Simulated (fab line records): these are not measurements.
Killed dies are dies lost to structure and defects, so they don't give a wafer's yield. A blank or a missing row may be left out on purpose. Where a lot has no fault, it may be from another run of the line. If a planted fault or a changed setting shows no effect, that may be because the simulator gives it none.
Chamber matching | flow sky130 | 4 sister chambers for SKY_SONOS_ONO_ETCH_15 on rie_diel-03
The step etches the open film in CHF3/O2, target depth 19.52 nm, time 7.8 s. 14 wafers are shown with their chamber, then 7 later ones without.

EACH WAFER AND ITS CHAMBER
wafer  | chamber | drypump_motor_current_A (A) | throttle_valve_pct (%) | oes_product_au (a.u.)
L075.1 | 2       | 6.4                         | 8.831                  | 0.993
L075.3 | 0       | 5.9                         | 8.823                  | 0.996
L075.4 | 0       | 5.9                         | 8.820                  | 0.997
L076.3 | 2       | 6.3                         | 8.837                  | 0.994
L076.4 | 1       | 6.2                         | 8.805                  | 0.992
L076.6 | 3       | 6.0                         | 8.837                  | 0.999
L084.1 | 3       | 6.0                         | 8.816                  | 1.006
L084.3 | 2       | 6.3                         | 8.833                  | 1.016
L084.4 | 1       | 6.2                         | 8.830                  | 1.019
L088.2 | 3       | 6.0                         | 8.816                  | 0.984
L088.3 | 0       | 5.9                         | 8.830                  | 1.001
L088.5 | 3       | 6.0                         | 8.813                  | 0.981
L089.1 | 1       | 6.2                         | 8.827                  | 1.002
L089.2 | 2       | 6.4                         | 8.832                  | 0.989

SIGNATURES (averages over the wafers above)
reading                 | chamber 0 | chamber 1 | chamber 2 | chamber 3 | scatter within a chamber
drypump_motor_current_A | 5.900     | 6.200     | 6.350     | 6.000     | 0.0316
throttle_valve_pct      | 8.82433   | 8.82067   | 8.83325   | 8.82050   | 0.00903
oes_product_au          | 0.99800   | 1.00433   | 0.99800   | 0.99250   | 0.0112
Rule: a wafer lies at a distance from a chamber equal to the root of the sum of squares, over the readings, of (its reading less the chamber's mean, divided by the reading's scatter). If the next closest chamber is less than 2 further off than the closest, the wafer can't be placed; otherwise it belongs to the closest. The scatter is the square root of a quotient: the sum, over the shown wafers, of each reading's squared deviation from its chamber's mean, divided by wafers minus chambers.

WAFERS WITH NO CHAMBER GIVEN
wafer  | drypump_motor_current_A (A) | throttle_valve_pct (%) | oes_product_au (a.u.)
L089.6 | 6.4                         | 8.818                  | 0.996
L091.3 | 5.8                         | 8.831                  | 0.998
L091.4 | 6.0                         | 8.829                  | 0.990
L091.5 | 6.2                         | 8.844                  | 1.015
L093.1 | 6.4                         | 8.826                  | 1.005
L093.2 | 5.8                         | 8.824                  | 1.012
L093.3 | 6.0                         | 8.821                  | 1.001

EACH ONE'S CHAMBER
wafer  | from the rows above | in truth
L089.6 | 2                   | 2
L091.3 | 0                   | 0
L091.4 | 3                   | 3
L091.5 | 1                   | 1
L093.1 | 2                   | 2
L093.2 | 0                   | 0
L093.3 | 3                   | 3
Correct placement for 7 of the 7. Left unplaced by these rows: 0. Number placed wrongly: 0.
